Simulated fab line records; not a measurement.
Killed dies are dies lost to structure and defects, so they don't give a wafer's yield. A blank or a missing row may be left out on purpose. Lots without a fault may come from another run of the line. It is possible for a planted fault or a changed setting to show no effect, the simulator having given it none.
fab line records	flow sky130
record lots=12	wafers=36	last-day=51
route steps=708 shown CONTACT@411 VIA1@458 PAD_OPEN@708
lots that met no fault: from a run of the same line without faults
start-h: the number of hours between the record's first day and the start of the first shown wafer of the lot	wait-h: hours elapsed since this lot's preceding step	" the same as in the row above	L1.1+2: a single row standing in for several wafers	- no value, or no start was given	* or withheld: withheld	< > ~ a bound
route shown NAME@n: a module of which the file shows steps, and the number in the route of the first	usual: the fault-free wafers' mean and standard deviation	same: alike in all rows	chamber/n: place in a boat	sites: each site's reading	_std_site: the standard deviation of these	_edge_site: outer sites' mean less inner sites'	radius-mm: for every site, how far away it sits from the centre of the wafer	mask NAME#n: copy n	behind: the tool/chamber that last shaped the wafer	hold: reason for holding the lot/hours on hold/outcome of the hold	device: names the non-switching transistor (n, p or np)	end of line: at the end of the route, the tests of the same wafers	for a step that has no rows: nothing shown but its recipe	killed: count of dies lost to structure and defects at first sort (not the wafer's yield)	map: the dies of a wafer, with x for killed, . for not killed, _ for no die there
set.NAME: setting as actually run; set.NAME@STEP: the setting as run at that earlier step	model.NAME: the simulator's own value behind a step, which no gauge read
steps of the route over a sample of lots; a table a step, a row a wafer
services: the hour from which a tool's chamber was out of use, counted from the record's first day as start-h (under 0 if before that day), plus the number of hours and why
## steps
# step SKY_CONTACT_BOW_MEAS_05
# recipe mode=bow
# usual CONTACT_BOW=82/7.4
lot.wafer	tool	chamber	start-h	wait-h	CONTACT_BOW[um]
L855.3	film-metro-02	-	702.93	0.1	90
L855.4	"	-	"	"	80
L855.6	"	-	"	"	90
L857.1	film-metro-03	-	734.73	0.1	68
L857.2	"	-	"	"	78
L857.5	"	-	"	"	73
L859.1	film-metro-02	-	748.43	0.1	84
L859.2	"	-	"	"	78
L859.6	"	-	"	"	80
L860.1	film-metro-01	-	759.38	0.2	90
L860.3	"	-	"	"	71
L860.5	"	-	"	"	82
L862.2	film-metro-02	-	773.27	0.2	77
L862.4	"	-	"	"	67
L862.6	"	-	"	"	73
L863.2	film-metro-02	-	779.08	0.2	82
L863.4	"	-	"	"	72
L863.6	"	-	"	"	76
L864.2	film-metro-03	-	787.20	0.3	81
L864.3	"	-	"	"	83
L864.5	"	-	"	"	84
L866.3	film-metro-01	-	803.12	0.2	79
L866.5	"	-	"	"	77
L866.6	"	-	"	"	74
L867.2	film-metro-02	-	809.55	0.2	82
L867.4	"	-	"	"	76
L867.5	"	-	"	"	76
L873.1	film-metro-02	-	879.67	0.1	75
L873.2	"	-	"	"	77
L873.4	"	-	"	"	80
L875.1	film-metro-02	-	879.98	0.1	81
L875.3	"	-	"	"	87
L875.5	"	-	"	"	69
L876.1	film-metro-01	-	919.79	0.2	76
L876.2	"	-	"	"	89
L876.4	"	-	"	"	83
# step SKY_CONTACT_ETCH_16
# recipe chemistry=N2/H2	target=BARC	ion-energy-ev=200	source-w=500	bias-w=100	pressure-mtorr=30	n2-flow-sccm=100	h2-flow-sccm=200	stop-on=SiO2	time-s=45.9	target-depth-a=600
# usual drypump-motor-current-A=5.6/0.39	oes-product-au=0.854/0.0047	throttle-valve-pct=13.226/0.009
lot.wafer	tool	chamber	start-h	wait-h	drypump-motor-current-A	oes-product-au	rf-hours-counter-h	throttle-valve-pct
L855.3	rie-diel-01	0	731.45	0.0	5.2	0.853	10	13.211
L855.4	"	3	"	"	5.9	0.849	13	13.220
L855.6	"	3	"	"	5.9	0.864	-	13.224
L857.1	rie-diel-01	3	761.70	0.0	5.9	0.851	14	13.220
L857.2	"	0	"	"	5.2	0.855	11	13.224
L857.5	"	1	"	"	5.2	0.851	-	13.226
L859.1	rie-diel-03	1	774.55	0.0	5.7	0.857	17	13.236
L859.2	"	0	"	"	5.2	0.854	4	13.224
L859.6	"	0	"	"	5.1	0.857	-	13.222
L860.1	rie-diel-03	2	786.07	0.0	6.0	0.851	0	13.232
L860.3	"	1	"	"	5.8	0.852	18	13.223
L860.5	"	0	"	"	5.2	0.852	-	13.226
L862.2	rie-diel-03	2	799.72	0.0	6.0	0.861	1	13.232
L862.4	"	0	"	"	5.2	0.853	-	13.221
L862.6	"	2	"	"	6.0	0.854	-	13.226
L863.2	rie-diel-01	1	806.95	0.0	5.2	0.847	13	13.219
L863.4	"	2	"	"	5.1	0.851	8	13.242
L863.6	"	1	"	"	5.3	0.855	-	13.227
L864.2	rie-diel-01	3	813.65	0.0	6.0	0.848	16	13.220
L864.3	"	0	"	"	5.2	0.848	13	13.233
L864.5	"	1	"	"	5.3	0.848	-	13.209
L866.3	rie-diel-01	2	830.10	0.0	5.1	0.850	9	13.235
L866.5	"	0	"	"	5.2	0.842	-	13.239
L866.6	"	1	"	"	5.2	0.850	-	13.225
L867.2	rie-diel-01	2	836.62	0.0	5.1	0.858	9	13.222
L867.4	"	1	"	"	5.2	0.854	14	13.217
L867.5	"	3	"	"	6.0	0.853	-	13.223
L873.1	rie-diel-01	2	904.87	0.0	5.1	0.852	11	13.221
L873.2	"	0	"	"	5.2	0.861	16	13.231
L873.4	"	3	"	"	5.9	0.850	19	13.214
L875.1	rie-diel-04	3	905.80	0.0	6.1	0.853	11	13.245
L875.3	"	2	"	"	5.5	0.851	13	13.233
L875.5	"	1	"	"	6.1	0.856	-	13.228
L876.1	rie-diel-04	3	943.50	0.0	6.1	0.854	11	13.252
L876.2	"	1	"	"	6.1	0.853	23	13.212
L876.4	"	2	"	"	5.5	0.858	14	13.231
# step SKY_CONTACT_RS_MEAS_25
# recipe thk-meas-gauge=four-point-probe	reads=W_of_CONTACT_CVD_24+TiN_of_CONTACT_SPUTTER_23
# usual CONTACT_W_RS=0.340/0.0045
lot.wafer	tool	chamber	start-h	wait-h	CONTACT_W_RS[ohm/sq]
L855.3	film-metro-02	-	732.42	0.1	0.340
L855.4	"	-	"	"	0.339
L855.6	"	-	"	"	0.340
L857.1	film-metro-02	-	762.60	0.1	0.340
L857.2	"	-	"	"	0.340
L857.5	"	-	"	"	0.339
L859.1	film-metro-01	-	775.48	0.1	0.339
L859.2	"	-	"	"	0.342
L859.6	"	-	"	"	0.338
L860.1	film-metro-02	-	786.97	0.1	0.337
L860.3	"	-	"	"	0.335
L860.5	"	-	"	"	0.336
L862.2	film-metro-01	-	800.64	0.1	0.339
L862.4	"	-	"	"	0.338
L862.6	"	-	"	"	0.339
L863.2	film-metro-01	-	807.91	0.1	0.346
L863.4	"	-	"	"	0.341
L863.6	"	-	"	"	0.343
L864.2	film-metro-03	-	814.61	0.1	0.345
L864.3	"	-	"	"	0.341
L864.5	"	-	"	"	0.343
L866.3	film-metro-02	-	831.04	0.1	0.332
L866.5	"	-	"	"	0.333
L866.6	"	-	"	"	0.339
L867.2	film-metro-02	-	837.54	0.1	0.342
L867.4	"	-	"	"	0.345
L867.5	"	-	"	"	0.338
L873.1	film-metro-03	-	905.81	0.1	0.341
L873.2	"	-	"	"	0.343
L873.4	"	-	"	"	0.340
L875.1	film-metro-03	-	906.74	0.1	0.342
L875.3	"	-	"	"	0.342
L875.5	"	-	"	"	0.344
L876.1	film-metro-01	-	944.40	0.1	0.342
L876.2	"	-	"	"	0.345
L876.4	"	-	"	"	0.345
# step SKY_VIA1_HDPCVD_00
# recipe material=SiO2	target-thk-nm=1030	sigma-open-frac=0.3	time-s=171.7	temp-c=400	sih4-flow-sccm=60	pressure-mtorr=6
# usual sih4-flow-sccm=60.02/0.19
lot.wafer	tool	chamber	start-h	wait-h	sih4-flow-sccm
L855.3	hdpcvd-02	2	761.23	0.0	59.81
L855.4	"	0	"	"	59.92
L855.6	"	1	"	"	60.24
L857.1	hdpcvd-02	0	791.12	0.0	60.40
L857.2	"	2	"	"	60.09
L857.5	"	1	"	"	59.62
L859.1	hdpcvd-02	0	803.74	0.0	60.12
L859.2	"	1	"	"	60.04
L859.6	"	0	"	"	60.13
L860.1	hdpcvd-02	1	815.69	0.0	60.06
L860.3	"	0	"	"	59.86
L860.5	"	0	"	"	59.78
L862.2	hdpcvd-01	1	828.45	0.0	59.59
L862.4	"	1	"	"	59.73
L862.6	"	0	"	"	59.92
L863.2	hdpcvd-01	0	835.37	0.0	60.05
L863.4	"	2	"	"	59.93
L863.6	"	1	"	"	59.70
L864.2	hdpcvd-01	0	841.68	0.0	60.09
L864.3	"	1	"	"	60.27
L864.5	"	0	"	"	59.98
L866.3	hdpcvd-01	2	857.82	0.0	60.35
L866.5	"	2	"	"	60.20
L866.6	"	1	"	"	59.90
L867.2	hdpcvd-02	2	865.14	0.0	60.06
L867.4	"	0	"	"	60.01
L867.5	"	2	"	"	59.91
L873.1	hdpcvd-01	2	932.17	0.0	59.71
L873.2	"	0	"	"	29.79
L873.4	"	1	"	"	60.14
L875.1	hdpcvd-01	2	932.81	0.0	60.06
L875.3	"	1	"	"	59.89
L875.5	"	0	"	"	29.79
L876.1	hdpcvd-02	2	970.83	0.0	60.16
L876.2	"	0	"	"	59.79
L876.4	"	2	"	"	60.20
# step SKY_VIA1_THK_MEAS_01
# recipe reads=SiO2_of_VIA1_HDPCVD_00
# usual VIA1_HDPCVD_THK=1031/10
lot.wafer	tool	chamber	start-h	wait-h	VIA1_HDPCVD_THK[nm]
L855.3	film-metro-01	-	761.36	0.1	1027
L855.4	"	-	"	"	1041
L855.6	"	-	"	"	1018
L857.1	film-metro-04	-	791.24	0.1	1033
L857.2	"	-	"	"	1039
L857.5	"	-	"	"	1023
L859.1	film-metro-03	-	803.85	0.1	1031
L859.2	"	-	"	"	1011
L859.6	"	-	"	"	1014
L860.1	film-metro-03	-	815.81	0.1	1020
L860.3	"	-	"	"	1037
L860.5	"	-	"	"	1037
L862.2	film-metro-03	-	828.57	0.1	1038
L862.4	"	-	"	"	1029
L862.6	"	-	"	"	1026
L863.2	film-metro-01	-	835.50	0.1	1028
L863.4	"	-	"	"	1031
L863.6	"	-	"	"	1037
L864.2	film-metro-01	-	841.80	0.1	1029
L864.3	"	-	"	"	1029
L864.5	"	-	"	"	1024
L866.3	film-metro-04	-	857.95	0.1	1021
L866.5	"	-	"	"	1004
L866.6	"	-	"	"	1010
L867.2	film-metro-04	-	865.26	0.1	1047
L867.4	"	-	"	"	1034
L867.5	"	-	"	"	1043
L873.1	film-metro-01	-	932.29	0.1	1028
L873.2	"	-	"	"	521
L873.4	"	-	"	"	1045
L875.1	film-metro-01	-	932.92	0.1	1015
L875.3	"	-	"	"	1027
L875.5	"	-	"	"	521
L876.1	film-metro-01	-	970.95	0.1	1060
L876.2	"	-	"	"	1042
L876.4	"	-	"	"	1058
# step SKY_PAD_OPEN_PROBE_99
# usual defect-limited-yield=82.3/2.1	killed_at_M0_to_M3=44/7.2	killed_at_M4_up=3.1/1.7	killed-at-contacts=24/5.2	killed-at-front-end=15/4.1	killed-at-other=0.3/0.61	killed-dies=87/10	killed-open=48/7.5	killed-short=39/6.6
# same gross-dies=492	killed-at-back-side=0
lot.wafer	tool	chamber	start-h	wait-h	defect-limited-yield[%]	killed_at_M0_to_M3	killed_at_M4_up	killed-at-contacts	killed-at-front-end	killed-at-other	killed-dies	killed-open	killed-short
L855.3	prober-02	-	1072.14	0.2	82.3	43	4	24	16	0	87	55	32
L855.4	prober-02	-	1072.19	0.2	81.7	43	3	26	18	0	90	41	49
L855.6	prober-02	-	1072.29	0.2	83.9	40	1	17	21	0	79	39	40
L857.1	prober-01	-	1096.37	0.1	83.3	41	5	18	18	0	82	37	45
L857.2	prober-01	-	1096.42	0.1	83.7	42	4	14	20	0	80	39	40
L857.5	prober-01	-	1096.57	0.2	84.1	39	6	17	16	0	78	37	41
L859.1	prober-01	-	1105.03	0.1	80.7	52	2	27	13	1	95	53	42
L859.2	prober-01	-	1105.08	0.1	80.5	49	4	23	19	1	96	51	45
L859.6	prober-01	-	1105.28	0.2	78.3	45	3	36	23	0	107	58	49
L860.1	prober-02	-	1114.74	0.1	85.8	39	2	16	13	0	70	33	37
L860.3	prober-02	-	1114.84	0.2	79.5	55	3	25	18	0	101	49	52
L860.5	prober-02	-	1114.94	0.2	82.3	47	2	18	20	0	87	51	36
L862.2	prober-02	-	1125.61	0.1	79.5	47	4	29	20	1	101	55	45
L862.4	prober-02	-	1125.71	0.2	84.6	38	5	15	17	1	76	36	39
L862.6	prober-02	-	1125.81	0.2	86.4	30	1	22	14	0	67	34	33
L863.2	prober-01	-	1129.28	0.1	80.3	49	5	24	19	0	97	53	44
L863.4	prober-01	-	1129.38	0.2	85.2	34	1	23	15	0	73	43	30
L863.6	prober-01	-	1129.48	0.2	83.9	34	3	21	20	1	79	41	37
L864.2	prober-02	-	1135.25	0.1	82.3	42	9	24	12	0	87	48	38
L864.3	prober-02	-	1135.30	0.2	81.1	42	4	33	14	0	93	59	34
L864.5	prober-02	-	1135.40	0.2	81.3	40	1	24	27	0	92	55	37
L866.3	prober-02	-	1145.88	0.2	85.0	38	0	24	11	1	74	49	25
L866.5	prober-02	-	1145.98	0.2	84.1	39	5	21	12	1	78	38	40
L866.6	prober-02	-	1146.03	0.2	85.2	35	2	21	15	0	73	38	33
L867.2	prober-01	-	1149.44	0.1	83.3	38	3	26	15	0	82	43	37
L867.4	prober-01	-	1149.54	0.2	83.3	47	0	15	20	0	82	45	37
L867.5	prober-01	-	1149.59	0.2	83.7	43	4	18	15	0	80	43	37
L873.1	prober-02	-	1196.74	0.1	80.5	58	4	23	11	0	96	61	35
L873.2	prober-02	-	1196.79	0.1	82.7	46	4	18	17	0	85	46	39
L873.4	prober-02	-	1196.89	0.2	83.5	42	3	28	8	0	81	54	27
L875.1	prober-01	-	1197.59	0.1	82.3	41	3	27	14	2	87	44	41
L875.3	prober-01	-	1197.69	0.2	81.9	40	4	26	17	2	89	44	44
L875.5	prober-01	-	1197.79	0.2	81.3	41	6	26	19	0	92	44	48
L876.1	prober-01	-	1218.95	0.1	85.6	37	0	21	13	0	71	34	37
L876.2	prober-01	-	1219.00	0.1	83.3	44	1	20	16	1	82	54	28
L876.4	prober-01	-	1219.10	0.2	87.2	28	2	19	14	0	63	30	33
# killed by level:class
L855.3 VIA1:geometric-particle:open=13 VIA2:geometric-particle:open=8 CONTACT:geometric-particle:open=8 LI_CONTACT:geometric-particle:open=6 FIELD_ISO:geometric-particle:short=5 FIELD_ISO:geometric-particle:open=5 CONTACT:geometric-particle:short=4 VIA1:geometric-particle:short=4
L855.4 CONTACT:geometric-particle:open=9 VIA1:geometric-particle:open=7 VIA1:geometric-particle:short=7 FIELD_ISO:geometric-particle:short=6 VIA3:geometric-particle:open=6 METAL2:geometric-particle:short=6 VIA2:geometric-particle:short=5 POLY_GATE:geometric-particle:short=4
L855.6 VIA1:geometric-particle:open=11 VIA1:geometric-particle:short=10 FIELD_ISO:geometric-particle:short=8 CONTACT:geometric-particle:open=6 VIA2:geometric-particle:open=5 FIELD_ISO:geometric-particle:open=4 POLY_GATE:geometric-particle:open=4 LOCAL_INTERCONNECT:geometric-particle:short=4
L857.1 CONTACT:geometric-particle:short=8 VIA3:geometric-particle:open=8 METAL2:geometric-particle:short=7 POLY_GATE:geometric-particle:short=6 POLY_GATE:geometric-particle:open=6 VIA1:geometric-particle:open=6 VIA2:geometric-particle:open=5 FIELD_ISO:geometric-particle:short=4
L857.2 VIA1:geometric-particle:open=14 FIELD_ISO:geometric-particle:open=6 METAL3:geometric-particle:short=5 VIA3:geometric-particle:open=5 FIELD_ISO:geometric-particle:short=4 POLY_GATE:geometric-particle:open=4 POLY_GATE:geometric-particle:short=4 LOCAL_INTERCONNECT:geometric-particle:short=4
L857.5 VIA1:geometric-particle:open=9 VIA1:geometric-particle:short=6 METAL2:geometric-particle:short=6 POLY_GATE:geometric-particle:open=5 LOCAL_INTERCONNECT:geometric-particle:short=5 CONTACT:geometric-particle:open=4 VIA2:geometric-particle:open=4 METAL3:geometric-particle:short=4
L859.1 VIA3:geometric-particle:open=11 VIA1:geometric-particle:open=10 CONTACT:geometric-particle:open=8 LI_CONTACT:geometric-particle:open=6 LOCAL_INTERCONNECT:geometric-particle:short=5 METAL1:geometric-particle:short=5 METAL3:geometric-particle:short=5 VIA1:geometric-particle:short=5
L859.2 VIA1:geometric-particle:open=16 CONTACT:geometric-particle:open=9 METAL2:geometric-particle:short=8 POLY_GATE:geometric-particle:short=7 LI_CONTACT:geometric-particle:open=6 METAL1:geometric-particle:short=6 FIELD_ISO:geometric-particle:open=5 VIA3:geometric-particle:open=5
L859.6 VIA3:geometric-particle:open=10 CONTACT:geometric-particle:open=9 VIA1:geometric-particle:open=8 VIA2:geometric-particle:open=7 LI_CONTACT:geometric-particle:open=7 METAL2:geometric-particle:short=7 FIELD_ISO:geometric-particle:open=6 POLY_GATE:geometric-particle:short=6
L860.1 VIA1:geometric-particle:open=13 METAL1:geometric-particle:short=9 CONTACT:geometric-particle:open=7 METAL2:geometric-particle:short=7 FIELD_ISO:geometric-particle:short=6 LI_CONTACT:geometric-particle:open=4 FIELD_ISO:geometric-particle:open=3 POLY_GATE:geometric-particle:short=2
L860.3 CONTACT:geometric-particle:open=14 VIA1:geometric-particle:open=10 VIA2:geometric-particle:short=9 VIA2:geometric-particle:open=6 VIA1:geometric-particle:short=6 METAL2:geometric-particle:short=5 METAL3:geometric-particle:short=5 FIELD_ISO:geometric-particle:short=4
L860.5 VIA3:geometric-particle:open=8 VIA2:geometric-particle:open=8 VIA1:geometric-particle:open=7 POLY_GATE:geometric-particle:short=6 CONTACT:geometric-particle:open=6 FIELD_ISO:geometric-particle:open=5 POLY_GATE:geometric-particle:open=5 METAL1:geometric-particle:short=5
L862.2 CONTACT:geometric-particle:open=12 LI_CONTACT:geometric-particle:open=8 VIA3:geometric-particle:open=8 VIA2:geometric-particle:open=8 POLY_GATE:geometric-particle:short=7 METAL1:geometric-particle:short=7 VIA1:geometric-particle:open=7 METAL2:geometric-particle:short=6
L862.4 CONTACT:geometric-particle:open=10 METAL1:geometric-particle:short=8 METAL2:geometric-particle:short=6 VIA2:geometric-particle:open=6 FIELD_ISO:geometric-particle:short=5 VIA1:geometric-particle:open=5 SPACER:geometric-particle:short=4 VIA1:geometric-particle:short=4
L862.6 CONTACT:geometric-particle:short=8 METAL2:geometric-particle:short=6 POLY_GATE:geometric-particle:open=5 CONTACT:geometric-particle:open=5 VIA2:geometric-particle:open=5 LI_CONTACT:geometric-particle:open=4 LOCAL_INTERCONNECT:geometric-particle:short=4 METAL1:geometric-particle:short=3
L863.2 VIA1:geometric-particle:open=11 VIA2:geometric-particle:open=11 LI_CONTACT:geometric-particle:open=10 POLY_GATE:geometric-particle:short=7 VIA3:geometric-particle:short=7 FIELD_ISO:geometric-particle:open=6 CONTACT:geometric-particle:open=5 METAL4:geometric-particle:short=4
L863.4 CONTACT:geometric-particle:open=10 LI_CONTACT:geometric-particle:open=8 VIA1:geometric-particle:open=8 VIA3:geometric-particle:short=6 VIA3:geometric-particle:open=6 FIELD_ISO:geometric-particle:open=4 VIA1:geometric-particle:short=4 METAL1:geometric-particle:short=4
L863.6 LI_CONTACT:geometric-particle:open=8 CONTACT:geometric-particle:open=8 VIA1:geometric-particle:open=8 FIELD_ISO:geometric-particle:short=7 POLY_GATE:geometric-particle:short=7 VIA3:geometric-particle:open=7 METAL2:geometric-particle:short=4 VIA2:geometric-particle:short=3
L864.2 LI_CONTACT:geometric-particle:open=9 VIA1:geometric-particle:open=9 CONTACT:geometric-particle:open=7 VIA3:geometric-particle:open=6 METAL1:geometric-particle:short=5 VIA1:geometric-particle:short=5 METAL2:geometric-particle:short=5 METAL4:geometric-particle:short=5
L864.3 VIA1:geometric-particle:open=14 CONTACT:geometric-particle:open=13 LI_CONTACT:geometric-particle:open=8 VIA2:geometric-particle:open=7 VIA3:geometric-particle:open=6 FIELD_ISO:geometric-particle:open=4 CONTACT:geometric-particle:short=4 METAL2:geometric-particle:short=4
L864.5 VIA1:geometric-particle:open=15 FIELD_ISO:geometric-particle:open=13 LI_CONTACT:geometric-particle:open=8 CONTACT:geometric-particle:open=8 FIELD_ISO:geometric-particle:short=7 POLY_GATE:geometric-particle:short=6 METAL2:geometric-particle:short=5 VIA2:geometric-particle:open=4
L866.3 CONTACT:geometric-particle:open=10 VIA1:geometric-particle:open=9 VIA2:geometric-particle:open=8 LI_CONTACT:geometric-particle:open=7 VIA3:geometric-particle:open=6 METAL3:geometric-particle:short=5 FIELD_ISO:geometric-particle:open=4 CONTACT:geometric-particle:short=4
L866.5 VIA2:geometric-particle:open=7 VIA1:geometric-particle:open=7 METAL2:geometric-particle:short=7 LOCAL_INTERCONNECT:geometric-particle:short=6 LI_CONTACT:geometric-particle:open=6 FIELD_ISO:geometric-particle:short=5 METAL4:geometric-particle:short=5 CONTACT:geometric-particle:open=5
L866.6 VIA1:geometric-particle:open=9 VIA3:geometric-particle:open=7 LI_CONTACT:geometric-particle:open=6 POLY_GATE:geometric-particle:open=5 CONTACT:geometric-particle:open=5 CONTACT:geometric-particle:short=5 VIA2:geometric-particle:short=5 POLY_GATE:geometric-particle:short=4
L867.2 CONTACT:geometric-particle:open=11 VIA3:geometric-particle:open=10 VIA2:geometric-particle:open=6 CONTACT:geometric-particle:short=5 FIELD_ISO:geometric-particle:open=4 SPACER:geometric-particle:short=4 LOCAL_INTERCONNECT:geometric-particle:short=4 METAL1:geometric-particle:short=4
L867.4 VIA1:geometric-particle:open=14 METAL2:geometric-particle:short=10 POLY_GATE:geometric-particle:open=6 CONTACT:geometric-particle:open=6 METAL1:geometric-particle:short=6 POLY_GATE:geometric-particle:short=5 VIA2:geometric-particle:open=4 FIELD_ISO:geometric-particle:open=3
L867.5 METAL1:geometric-particle:short=9 CONTACT:geometric-particle:open=7 VIA1:geometric-particle:open=7 POLY_GATE:geometric-particle:open=6 VIA2:geometric-particle:open=6 METAL2:geometric-particle:short=5 LI_CONTACT:geometric-particle:open=4 VIA1:geometric-particle:short=4
L873.1 VIA1:geometric-particle:open=15 CONTACT:geometric-particle:open=12 VIA3:geometric-particle:open=10 VIA2:geometric-particle:open=8 LI_CONTACT:geometric-particle:open=5 METAL1:geometric-particle:short=5 VIA2:geometric-particle:short=5 FIELD_ISO:geometric-particle:open=3
L873.2 VIA1:geometric-particle:open=12 VIA2:geometric-particle:open=8 CONTACT:geometric-particle:open=5 FIELD_ISO:geometric-particle:open=4 POLY_GATE:geometric-particle:open=4 LI_CONTACT:geometric-particle:open=4 CONTACT:geometric-particle:short=4 METAL1:geometric-particle:short=4
L873.4 CONTACT:geometric-particle:open=12 VIA1:geometric-particle:open=10 VIA2:geometric-particle:open=10 LI_CONTACT:geometric-particle:open=9 VIA1:geometric-particle:short=7 METAL2:geometric-particle:open=4 METAL1:geometric-particle:short=4 FIELD_ISO:geometric-particle:open=3
L875.1 VIA1:geometric-particle:open=13 LI_CONTACT:geometric-particle:open=9 CONTACT:geometric-particle:open=8 METAL2:geometric-particle:short=7 FIELD_ISO:geometric-particle:short=6 LOCAL_INTERCONNECT:geometric-particle:short=5 VIA2:geometric-particle:open=5 LI_CONTACT:geometric-particle:short=4
L875.3 METAL1:geometric-particle:short=10 VIA1:geometric-particle:open=10 CONTACT:geometric-particle:open=9 POLY_GATE:geometric-particle:open=6 LI_CONTACT:geometric-particle:open=5 CONTACT:geometric-particle:short=5 METAL2:geometric-particle:short=4 VIA2:geometric-particle:open=4
L875.5 CONTACT:geometric-particle:open=12 VIA1:geometric-particle:open=8 FIELD_ISO:geometric-particle:short=7 METAL2:geometric-particle:short=7 FIELD_ISO:geometric-particle:open=6 CONTACT:geometric-particle:short=6 METAL1:geometric-particle:short=6 METAL4:geometric-particle:short=5
L876.1 VIA1:geometric-particle:open=11 CONTACT:geometric-particle:open=8 METAL1:geometric-particle:short=7 METAL2:geometric-particle:short=7 LI_CONTACT:geometric-particle:open=5 FIELD_ISO:geometric-particle:short=4 CONTACT:geometric-particle:short=4 VIA1:geometric-particle:short=4
L876.2 VIA1:geometric-particle:open=12 VIA2:geometric-particle:open=11 CONTACT:geometric-particle:open=10 FIELD_ISO:geometric-particle:open=8 VIA1:geometric-particle:short=5 METAL2:geometric-particle:short=5 FIELD_ISO:geometric-particle:short=4 CONTACT:geometric-particle:short=3
L876.4 CONTACT:geometric-particle:short=7 CONTACT:geometric-particle:open=6 VIA1:geometric-particle:open=6 METAL2:geometric-particle:short=5 VIA2:geometric-particle:open=5 SPACER:geometric-particle:short=3 POLY_CUT:geometric-particle:short=3 LI_CONTACT:geometric-particle:open=3
## services
tool	chamber	start-h	hours	kind
rie-diel-03	-	712.80	0.2	repair
rie-diel-03	2	746.97	-	clean
rie-diel-03	2	746.97	17.1	scheduled-down
rie-diel-03	2	746.97	17.1	vent-cycle
rie-diel-01	2	757.74	1.7	repair
rie-diel-03	3	783.43	-	clean
rie-diel-01	1	800.78	4.7	repair
hdpcvd-01	-	804.60	0.7	repair
hdpcvd-02	-	828.77	28.1	pm
hdpcvd-01	0	851.33	3.0	repair
hdpcvd-01	2	890.14	1.9	repair
rie-diel-03	2	912.22	7.2	repair
rie-diel-04	2	918.50	6.0	repair
rie-diel-01	3	931.31	23.7	repair
hdpcvd-01	-	950.25	15.0	pm
hdpcvd-01	0	950.25	15.0	vent-cycle
hdpcvd-01	1	950.25	15.0	vent-cycle
hdpcvd-01	2	950.25	15.0	vent-cycle
rie-diel-01	0	956.89	9.9	repair
hdpcvd-01	-	965.25	2.8	pm
hdpcvd-01	0	965.25	-	clean
hdpcvd-01	1	965.25	-	clean
hdpcvd-01	2	965.25	-	clean
hdpcvd-02	-	968.00	2.8	pm
## key
first-sign step=SKY_VIA1_HDPCVD_00	reading=sih4-flow-sccm	direction=down	sigmas=99+	usual=60.02	struck=29.79
effect step=SKY_VIA1_THK_MEAS_01	reading=VIA1_HDPCVD_THK	direction=down	sigmas=49	usual=1031	struck=521
met-at SKY_VIA1_HDPCVD_00
struck-lots L873,L875
struck-wafers L873.2,L875.5
not-acting-at SKY_CONTACT_BOW_MEAS_05,SKY_CONTACT_ETCH_16,SKY_CONTACT_RS_MEAS_25
onset-between 841.68 932.17
fault kind=process-parameter-drift	tool=hdpcvd-01	chamber=0	onset-h=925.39	steps=SKY_VIA1_HDPCVD_00	channel=sih4-flow-sccm	offset=-30	shape=step	end-h=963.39	acts-in=these-recipes-only	stated=60
